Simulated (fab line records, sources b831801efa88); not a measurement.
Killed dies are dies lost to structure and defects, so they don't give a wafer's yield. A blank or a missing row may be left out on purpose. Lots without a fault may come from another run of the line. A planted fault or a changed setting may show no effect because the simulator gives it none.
Which tool did it? | flow gf180mcu | 6 lots, 18 wafers sampled, at 2 steps of a route of 602

WHAT THE GAUGES READ, wafer by wafer
GF_STI_THK_MEAS_22.
lot  | measured    | on            | STI_OXIDATION_01_THK (nm)
L991 | day 2 09:48 | film_metro-03 | 15.00 15.04 14.95
L993 | day 2 19:13 | film_metro-04 | 14.90 15.07 15.24
L998 | day 3 22:02 | film_metro-02 | 14.93 14.75 14.71
L105 | day 5 09:11 | film_metro-04 | 14.89 15.13 14.87
L110 | day 6 11:44 | film_metro-03 | 15.29 15.18 15.07
L112 | day 6 20:25 | film_metro-04 | 14.80 14.69 14.81

WHICH TOOL RAN EACH LOT (tool, then ch and the chambers of the sampled wafers, then the start)
lot  | GF_STI_ETCH_14
L991 | rie_si-02 ch 1,2,3, day 2 08:08
L993 | rie_si-01 ch 1,2,3, day 2 17:34
L998 | rie_si-01 ch 2,3, day 3 18:49
L105 | rie_si-02 ch 0,2,3, day 5 07:07
L110 | rie_si-02 ch 0,1,2, day 6 09:28
L112 | rie_si-01 ch 0,2, day 6 18:43
- GF_STI_ETCH_14: etches Si in HBr/Cl2/O2, target depth 360 nm, time 102.9 s.

THE ANSWER, worked out from the rows above alone
Rule: what is usual is taken from the lots themselves. Put in order of their means at a reading, lots are off if they are a third of the lots or fewer, leave a main group of 4 or more, and stand apart from it by a gap of 3 or more times the standard deviation of the main group's means; of several such gaps the widest counts. A main group whose means are all the same, to the digits that the tables above print for the reading, isn't used. A lot without any number at a reading at which 4 lots or more have one is off too. The other lots that the step has rows for count as sound.
No lot is off at any reading shown: from this, nothing can be told.

WHAT THE SIMULATOR HAD PUT IN
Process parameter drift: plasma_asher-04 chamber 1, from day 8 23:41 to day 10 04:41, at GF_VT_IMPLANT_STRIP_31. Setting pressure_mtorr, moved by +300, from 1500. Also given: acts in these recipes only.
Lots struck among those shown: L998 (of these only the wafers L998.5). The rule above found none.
